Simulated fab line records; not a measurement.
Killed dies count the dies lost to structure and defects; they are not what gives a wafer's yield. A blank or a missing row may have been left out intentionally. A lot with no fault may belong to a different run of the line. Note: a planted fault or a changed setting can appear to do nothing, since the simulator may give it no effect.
A lot that was struck, set against a sound lot | flow sky130 | 43 steps out of a route of 708
Sound: the wafers L379.1, L379.4, L379.5. Struck: wafer L395.5. (L395.2, L395.4 of the same lot were not struck and are left out.) The cause comes at the end.
At each step with rows: each side's tool, then ch and its chambers, then its first start. Under that, the readings that differ: sound wafers | struck wafers | difference of the means | sigmas: that difference in standard deviations of wafers without a fault.
alike: readings with means less than 2 such deviations apart, plus words and numbers identical on both sides. not compared: withheld readings, readings lacking a value on some wafer, bounds such as >300 that could conceal the same value, and numbers that have no deviation in the record and whose values overlap.
The two part at a step that has a row with sigmas, a row that says differs or no value, or rows on one side only. When numbers do not overlap yet have no deviation, they are printed without sigmas and do not part them. A reading missing from all wafers of one side parts the sides only when that side holds two or more wafers.

first, 5 steps without rows for these wafers: SKY_VIA3_ETCH_15 (etches SiO2 in C4F8/O2/Ar, stops on TiN, target depth 507 nm, time 78 s); SKY_VIA3_STRIP_16 (strips in O2/N2); SKY_VIA3_STRIP_17 (strips in post etch residue remover, time 1200 s); SKY_VIA3_CLEAN_18 (cleans in IPA, time 180 s); SKY_VIA3_CLEAN_19 (cleans in O3/DIW).
SKY_VIA3_SPUTTER_20: material TiN, target thk 20 nm, time 80 s.
  sound on pvd_sputter-04, day 40 10:20; struck on pvd_sputter-03, day 45 10:36
  reading                | sound                | struck | difference | sigmas
  cathode_dc_power_W (W) | 4002.1 4000.8 4000.5 | 3999.5 | -1.6       | -2
  alike: throttle_valve_pct
SKY_VIA3_CVD_21: deposits W, target thk 390 nm, time 117.31 s.
  sound on cvd_w-02 ch 0,1, day 40 10:23; struck on cvd_w-02 ch 1, day 45 10:40
  alike: heater_power_w, susceptor_temp_C
SKY_VIA3_RS_MEAS_22: a four-point-probe measurement.
  sound on film_metro-02, day 40 10:31; struck on film_metro-02, day 45 10:49
  alike: VIA3_W_RS
SKY_VIA3_THK_MEAS_23: measures by xrf.
  sound on film_metro-02, day 40 10:38; struck on film_metro-02, day 45 10:55
  alike: VIA3_W_THK
SKY_VIA3_CMP_24: polishes, stops on SiO2, t overpolish 20 s, target thk 0 nm.
  sound on cmp-01 ch 0,2, day 40 10:44; struck on cmp-01 ch 1, day 45 11:01
  alike: motor_current_A, overpolish_run_s, time_to_endpoint_s
then, 2 steps without rows for these wafers: SKY_METAL4_SPUTTER_00 (material Ti, target thk 15 nm, time 10 s); SKY_METAL4_SPUTTER_01 (material TiN, target thk 20 nm, time 16.7 s).
SKY_METAL4_SPUTTER_02: material AlCu, target thk 735 nm, time 39.1 s.
  sound on pvd_sputter-03, day 40 11:02; struck on pvd_sputter-04, day 45 11:19
  reading                                     | sound           | struck | difference | sigmas
  model.AlCu_of_METAL4_SPUTTER_02.thk_nm (nm) | 734.8 747.7 746 | 960.9  | +218.1     |
  alike: cathode_dc_power_W, throttle_valve_pct
then, 3 steps without rows for these wafers: SKY_METAL4_SPUTTER_03 (material Ti, target thk 5 nm, time 3.3 s); SKY_METAL4_SPUTTER_04 (material TiN, target thk 70 nm, time 58.3 s); SKY_CAP2M_CVD_00 (deposits SiO2, target thk 15.5 nm).
SKY_CAP2M_THK_MEAS_01:
  sound on film_metro-04, day 40 11:10; struck on film_metro-01, day 45 11:27
  alike: CAP2M_CVD_00_THK
SKY_CAP2M_SPUTTER_02: material TiN, target thk 200 nm, time 166.7 s.
  sound on pvd_sputter-01, day 40 11:14; struck on pvd_sputter-03, day 45 11:30
  alike: cathode_dc_power_W, susceptor_temp_C, throttle_valve_pct
SKY_CAP2M_RS_MEAS_03: a four-point-probe measurement.
  sound on film_metro-03, day 40 11:20; struck on film_metro-04, day 45 11:38
  alike: CAP2M_TIN_RS
SKY_CAP2M_THK_MEAS_04: measures by xrf.
  sound on film_metro-03, day 40 11:28; struck on film_metro-04, day 45 11:44
  alike: CAP2M_TIN_THK
then, 7 steps without rows for these wafers: SKY_CAP2M_DEHYDRATE_05 (time 60 s); SKY_CAP2M_HMDS_06 (prime time 60 s); SKY_CAP2M_COAT_07 (resist thk 1140 nm); SKY_CAP2M_SOFTBAKE_08 (time 60 s); SKY_CAP2M_EXPOSE_09 (exposes mask CAP2M, target cd 1000 nm); SKY_CAP2M_PEB_10; SKY_CAP2M_DEVELOP_11 (develop time 60 s).
SKY_CAP2M_OVL_MEAS_12:
  sound on overlay-02, day 41 11:28; struck on overlay-01, day 46 08:01
  alike: CAP2M_OVL
SKY_CAP2M_METAL_ETCH_13: etches TiN in Cl2/BCl3, stops on SiO2, target depth 220 nm, time 62.9 s.
  sound on rie_metal-03 ch 0,1, day 41 11:30; struck on rie_metal-03 ch 1, day 46 08:03
  alike: bcl3_flow_sccm, drypump_motor_current_A, he_backside_leak_sccm, oes_product_au, throttle_valve_pct
  not compared: rf_hours_counter_h
then, 12 steps without rows for these wafers: SKY_CAP2M_STRIP_14 (strips in O2/N2); SKY_CAP2M_STRIP_15 (strips in post etch residue remover, time 1200 s); SKY_CAP2M_CLEAN_16 (cleans in IPA, time 180 s); SKY_CAP2M_CLEAN_17 (cleans in O3/DIW); SKY_METAL4_DEHYDRATE_05 (time 60 s); SKY_METAL4_HMDS_06 (prime time 60 s); SKY_METAL4_COAT_07 (resist thk 60 nm); SKY_METAL4_COAT_08 (resist thk 1140 nm); SKY_METAL4_SOFTBAKE_09 (time 90 s); SKY_METAL4_EXPOSE_10 (exposes mask MM4, target cd 300 nm); SKY_METAL4_PEB_11; SKY_METAL4_DEVELOP_12 (develop time 60 s).
SKY_METAL4_CD_MEAS_13: target cd 300 nm.
  sound on cd_sem-02, day 42 11:46; struck on cd_sem-01, day 47 04:30
  alike: cd_nm
SKY_METAL4_METAL_ETCH_18: etches the open film in Cl2/BCl3, stops on SiO2, target depth 845 nm, time 183.1 s.
  sound on rie_metal-01 ch 0,1, day 42 12:04; struck on rie_metal-01 ch 1, day 47 04:47
  reading               | sound             | struck | difference | sigmas
  oes_product_au (a.u.) | 0.860 0.870 0.869 | 0.983  | +0.117     | +16
  alike: bcl3_flow_sccm, drypump_motor_current_A, he_backside_leak_sccm, throttle_valve_pct
  not compared: rf_hours_counter_h

== WHERE THEY PART ==
At SKY_VIA3_SPUTTER_20 first; at SKY_METAL4_METAL_ETCH_18 last (within this record only).

WHY: what had been put in by the simulator
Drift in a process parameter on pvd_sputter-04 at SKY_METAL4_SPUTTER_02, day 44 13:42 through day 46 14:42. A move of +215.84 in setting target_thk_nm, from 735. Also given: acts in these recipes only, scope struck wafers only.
